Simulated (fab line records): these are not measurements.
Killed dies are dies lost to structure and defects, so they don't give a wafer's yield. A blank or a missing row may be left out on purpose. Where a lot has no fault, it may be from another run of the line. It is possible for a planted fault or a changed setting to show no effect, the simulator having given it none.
Matching of chambers + flow sky130 + SKY_CONTACT_CMP_27 on cmp-02 has 4 sister chambers
The step polishes, stops on SiO2, t overpolish 15 s, target thk 0 nm. 4 wafers are shown with their chamber, then 6 later ones without.

== WAFERS, EACH WITH ITS CHAMBER ==
| wafer  | chamber | motor_current_A (A) |
|--------|---------|---------------------|
| L535.4 | 2       | 9.2                 |
| L535.6 | 3       | 13.2                |
| L538.2 | 0       | 10.9                |
| L538.6 | 1       | 10.8                |

== WAFERS MISSING THEIR CHAMBER ==
| wafer  | motor_current_A (A) |
|--------|---------------------|
| L544.1 | 13.5                |
| L544.4 | 11.3                |
| L544.6 | 9.3                 |
| L546.1 | 9.3                 |
| L546.2 | 10.4                |
| L546.3 | 11.4                |

== WHICH CHAMBER EACH WENT THROUGH ==
| wafer  | from the rows above     | in truth |
|--------|-------------------------|----------|
| L544.1 | 3                       | 3        |
| L544.4 | can't be placed: 0 or 1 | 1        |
| L544.6 | 2                       | 2        |
| L546.1 | 2                       | 2        |
| L546.2 | can't be placed: 1 or 0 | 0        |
| L546.3 | can't be placed: 0 or 1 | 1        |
Correct placement for 3 of the 6. Cannot be placed on the basis of these rows: 3; the candidates contain the true chamber in 3. Number placed wrongly: 0.
How it was worked out, from the rows above alone: a wafer's distance from a chamber is the root of the sum, over the readings, of the square of ((its reading less the chamber's mean) divided by the reading's scatter). The wafer belongs to the nearest chamber; if the next one is less than 2 further off, it can't be placed. A chamber's mean is the mean of its shown wafers. The scatter: with one shown wafer a chamber, the root of the mean of the squares of how far each hidden wafer lies from its nearest shown one.
